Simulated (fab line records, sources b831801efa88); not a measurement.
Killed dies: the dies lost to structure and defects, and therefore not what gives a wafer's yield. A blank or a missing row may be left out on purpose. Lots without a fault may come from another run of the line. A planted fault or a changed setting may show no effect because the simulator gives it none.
Chamber matching | flow gf180mcu | 4 sister chambers for GF_CONTACT_CMP_27 on cmp-01
The step polishes, stops on SiO2, t overpolish 15 s, target thk 0 nm. 14 wafers are shown with their chamber, then 6 later ones without.

WAFERS, EACH WITH ITS CHAMBER
wafer  | chamber | motor_current_A (A) | time_to_endpoint_s (s) | platen_rpm (rpm)
L408.1 | 0       | 10.0                | 74.5                   | 60.02
L408.3 | 1       | 10.2                | 74.1                   | 60.00
L408.6 | 2       | 9.4                 | 75.4                   | 60.05
L411.2 | 3       | 9.6                 | 78.2                   | 59.96
L411.3 | 1       | 10.5                | 75.0                   | 59.93
L411.4 | 2       | 9.7                 | 75.1                   | 59.96
L412.3 | 1       | 10.2                | 75.0                   | 59.93
L412.4 | 2       | 9.7                 | 76.9                   | 60.04
L412.6 | 0       | 9.9                 | 73.8                   | 59.94
L417.1 | 2       | 9.1                 | 75.3                   | 59.91
L417.5 | 2       | 9.4                 | 76.8                   | 59.97
L424.3 | 0       | 10.4                | 76.1                   | 59.94
L424.5 | 3       | 9.7                 | 76.5                   | 59.99
L424.6 | 2       | 9.5                 | 76.7                   | 59.97

SIGNATURES (averages over the wafers above)
reading            | chamber 0 | chamber 1 | chamber 2 | chamber 3 | scatter within a chamber
motor_current_A    | 10.100    | 10.300    | 9.467     | 9.650     | 0.214
time_to_endpoint_s | 74.800    | 74.700    | 76.033    | 77.350    | 0.914
platen_rpm         | 59.9667   | 59.9533   | 59.9833   | 59.9750   | 0.0468
Rule: distance of a wafer from a chamber = root of the sum over the readings of ((wafer's reading minus chamber's mean) / reading's scatter) squared. If the next closest chamber is less than 2 further off than the closest, the wafer can't be placed; otherwise it belongs to the closest. How the scatter is found: for the shown wafers, subtract from each reading the mean of its chamber, square and add these, divide the total by (wafers less chambers), then take the root.

WAFERS WHOSE CHAMBER IS MISSING
wafer  | motor_current_A (A) | time_to_endpoint_s (s) | platen_rpm (rpm)
L429.3 | 10.1                | 77.9                   | 60.01
L429.4 | 10.5                | 75.6                   | 59.96
L429.6 | 10.2                | 74.3                   | 59.98
L431.2 | 9.2                 | 79.9                   | 60.03
L431.3 | 10.4                | 81.7                   | 59.99
L431.4 | 9.8                 | 77.5                   | 59.93

WHICH CHAMBER EACH ONE RAN IN
wafer  | from the rows above               | in truth
L429.3 | can't be placed: 3 or 0 or 2 or 1 | 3
L429.4 | can't be placed: 1 or 0           | 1
L429.6 | can't be placed: 0 or 1           | 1
L431.2 | can't be placed: 3 or 2           | 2
L431.3 | can't be placed: 3 or 2 or 0 or 1 | 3
L431.4 | can't be placed: 3 or 2           | 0
Correct placement for 0 of the 6. Not placeable from these rows: 6 (in 5, the candidates include the true chamber). Placed wrongly: 0.
